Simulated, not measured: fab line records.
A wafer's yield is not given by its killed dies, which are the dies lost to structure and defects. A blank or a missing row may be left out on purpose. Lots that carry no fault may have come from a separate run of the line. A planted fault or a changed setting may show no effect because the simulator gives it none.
The tool behind it: which one? ; flow sky130 ; Sampling: 12 lots, 36 wafers, 4 of 708 route steps

== WHAT THE GAUGES SHOWED, per wafer ==
No reading from a measuring or inspecting step in the record can be judged against a usual standard deviation.

== WHICH TOOL RAN EACH LOT (tool, then ch and the chambers of the sampled wafers, then the start) ==
lot;SKY_SD_N_RTA_14;SKY_CONTACT_CMP_04;SKY_VIA1_STRIP_16;SKY_VIA1_CVD_21
L136;rtpAnneal-01 ch 0, day 29 06:25;cmp-01 ch 0,1,2, day 31 18:56;plasmaAsher-02 ch 0,1, day 35 07:26;cvdW-01 ch 0,1, day 35 08:13
L137;rtpAnneal-02 ch 0, day 29 08:46;cmp-01 ch 0,1,2, day 31 20:44;plasmaAsher-04 ch 0,1, day 35 09:08;cvdW-02 ch 0,1, day 35 09:56
L138;rtpAnneal-01 ch 0, day 29 12:31;cmp-01 ch 0,1,2, day 32 00:05;plasmaAsher-04 ch 0,1, day 35 12:02;cvdW-01 ch 0,1, day 35 12:47
L141;rtpAnneal-02 ch 0, day 30 13:52;cmp-01 ch 1,3, day 33 00:53;plasmaAsher-02 ch 0,1, day 36 11:38;cvdW-01 ch 0,1, day 36 12:17
L142;rtpAnneal-01 ch 0, day 31 02:14;cmp-01 ch 0,3, day 33 11:35;plasmaAsher-04 ch 0,1, day 36 22:14;cvdW-01 ch 0,1, day 36 22:55
L143;rtpAnneal-02 ch 0, day 31 12:19;cmp-02 ch 1,2, day 33 22:23;plasmaAsher-04 ch 0,1, day 37 10:32;cvdW-02 ch 0,1, day 37 11:12
L144;rtpAnneal-01 ch 0, day 31 19:19;cmp-01 ch 1,2,3, day 34 05:53;plasmaAsher-04 ch 0,1, day 37 17:12;cvdW-02 ch 0,1, day 37 17:51
L145;rtpAnneal-02 ch 0, day 32 06:22;cmp-02 ch 2,3, day 34 16:40;plasmaAsher-02 ch 0, day 38 03:41;cvdW-01 ch 0,1, day 38 04:22
L146;rtpAnneal-01 ch 0, day 32 06:35;cmp-01 ch 1,2, day 34 16:41;plasmaAsher-03 ch 0,1, day 38 04:04;cvdW-02 ch 0,1, day 38 04:43
L149;rtpAnneal-02 ch 0, day 33 00:16;cmp-01 ch 0,1,3, day 35 09:35;plasmaAsher-03 ch 0,1, day 38 19:18;cvdW-02 ch 0,1, day 38 20:01
L151;rtpAnneal-02 ch 0, day 33 19:28;cmp-01 ch 0,3, day 36 04:32;plasmaAsher-04 ch 0,1, day 39 13:11;cvdW-02 ch 0,1, day 39 13:51
L156;rtpAnneal-01 ch 0, day 35 04:19;cmp-02 ch 1,2,3, day 37 11:55;plasmaAsher-03 ch 0,1, day 40 19:27;cvdW-01 ch 0, day 40 20:07
- SKY_SD_N_RTA_14: time 2 s.
- SKY_CONTACT_CMP_04: polishes SiO2.
- SKY_VIA1_STRIP_16: strips in O2/N2.
- SKY_VIA1_CVD_21: deposits W, target thk 270 nm, time 80.902 s.

== AS READ BY THE TOOLS THEMSELVES (means over the sampled wafers that have a number; for cases with no such wafer, the mark the record gives instead) ==
SKY_SD_N_RTA_14. Usual: lampPowerPct 15.74 %, standard deviation 0.049; rampDownCPerS 90.002, standard deviation 0.017; rampUpCPerS 150.00, standard deviation 0.027; wafer_temp_C_max 1078.0, standard deviation 1.3.
lot;tool;lampPowerPct (%);rampDownCPerS;rampUpCPerS;wafer_temp_C_max;flag
L136;rtpAnneal-01;15.74;90.000;150.00;1077.3;
L137;rtpAnneal-02;15.72;89.997;149.98;1079.0;
L138;rtpAnneal-01;15.76;90.000;150.00;1079.1;
L141;rtpAnneal-02;15.75;90.012;150.02;1078.0;
L142;rtpAnneal-01;15.72;90.006;149.99;1078.8;
L143;rtpAnneal-02;15.73;89.976;149.99;1078.0;
L144;rtpAnneal-01;15.76;89.992;150.00;1078.0;
L145;rtpAnneal-02;15.73;90.019;150.00;1076.6;
L146;rtpAnneal-01;15.77;89.997;150.00;1079.2;
L149;rtpAnneal-02;15.74;89.996;150.03;1078.4;
L151;rtpAnneal-02;15.72;90.001;150.00;1077.9;
L156;rtpAnneal-01;15.66;90.014;149.97;1077.5;

SKY_CONTACT_CMP_04. Usual: headPressurePsi 4.001 psi, standard deviation 0.0097; motorCurrentA 12.8 A, standard deviation 1; slurryFlowMlMin 150.0, standard deviation 0.44; timeToEndpointS 81 s, standard deviation 5.5.
lot;tool;headPressurePsi (psi);motorCurrentA (A);slurryFlowMlMin;timeToEndpointS (s);flag
L136;cmp-01;3.993;12.9;150.2;82;
L137;cmp-01;4.000;12.9;150.2;80;
L138;cmp-01;3.996;12.7;150.0;82;
L141;cmp-01;4.004;12.9;149.6;74;
L142;cmp-01;4.005;12.7;149.8;82;
L143;cmp-02;3.995;12.5;150.1;80;
L144;cmp-01;3.994;12.7;150.3;83;
L145;cmp-02;4.004;11.1;149.9;75;
L146;cmp-01;4.010;13.2;150.0;81;
L149;cmp-01;3.218;11.2;150.1;96;OFF
L151;cmp-01;3.213;11.4;150.3;97;OFF
L156;cmp-02;4.002;12.0;150.1;81;

SKY_VIA1_STRIP_16. Usual: chamberPressureMTorr 1500.0 mTorr, standard deviation 1.4; drypumpMotorCurrentA 5.6 A, standard deviation 0.44; n2FlowSccm 300.2 sccm, standard deviation 0.84; oesProductAu 0.416 a.u., standard deviation 0.0044; stripTimeToEndpointS 4.462 s, standard deviation 0.028.
lot;tool;chamberPressureMTorr (mTorr);drypumpMotorCurrentA (A);n2FlowSccm (sccm);oesProductAu (a.u.);stripTimeToEndpointS (s);flag
L136;plasmaAsher-02;1501.1;6.4;300.4;0.417;4.454;
L137;plasmaAsher-04;1498.7;5.3;300.3;0.419;4.489;
L138;plasmaAsher-04;1499.4;5.3;299.5;0.415;4.447;
L141;plasmaAsher-02;1498.1;6.3;300.8;0.416;4.490;
L142;plasmaAsher-04;1499.1;5.3;299.8;0.420;4.491;
L143;plasmaAsher-04;1500.5;5.5;300.4;0.415;4.459;
L144;plasmaAsher-04;1500.8;5.3;300.3;0.418;4.482;
L145;plasmaAsher-02;1500.7;6.3;300.7;0.413;4.444;
L146;plasmaAsher-03;1499.5;5.6;300.1;0.416;4.451;
L149;plasmaAsher-03;1500.4;5.6;299.4;0.418;4.465;
L151;plasmaAsher-04;1499.7;5.5;300.3;0.414;4.450;
L156;plasmaAsher-03;1500.0;5.6;299.2;0.415;4.460;

SKY_VIA1_CVD_21. Usual: heaterPowerW 864 W, standard deviation 51.
lot;tool;heaterPowerW (W);flag
L136;cvdW-01;844;
L137;cvdW-02;869;
L138;cvdW-01;909;
L141;cvdW-01;842;
L142;cvdW-01;854;
L143;cvdW-02;869;
L144;cvdW-02;863;
L145;cvdW-01;841;
L146;cvdW-02;859;
L149;cvdW-02;873;
L151;cvdW-02;878;
L156;cvdW-01;782;

== THE ANSWER, worked out from the rows above alone ==
Rule: a lot is off if the mean of its wafers that have a number lies more than 3 standard deviations from the usual mean. A lot without any number at a reading at which 4 lots or more have one is off too. The other lots that the step has rows for count as sound. After the gauges, taken in route order, come the tools' own readings; for these a lot's mean is taken, as printed above. The first step at which some lot is off is used, and at that step the reading that is off furthest; a lot without a number counts as furthest.
Off at SKY_CONTACT_CMP_04 (headPressurePsi): L149, L151.
If a tool, at that step or one of the process steps before it, ran each lot that is off and ran no sound lot following the first of them, it fits. Undecided on this evidence; 2 tools fit (rtpAnneal-02 at SKY_SD_N_RTA_14, cmp-01 at SKY_CONTACT_CMP_04).

== WHAT HAD BEEN PUT IN BY THE SIMULATOR ==
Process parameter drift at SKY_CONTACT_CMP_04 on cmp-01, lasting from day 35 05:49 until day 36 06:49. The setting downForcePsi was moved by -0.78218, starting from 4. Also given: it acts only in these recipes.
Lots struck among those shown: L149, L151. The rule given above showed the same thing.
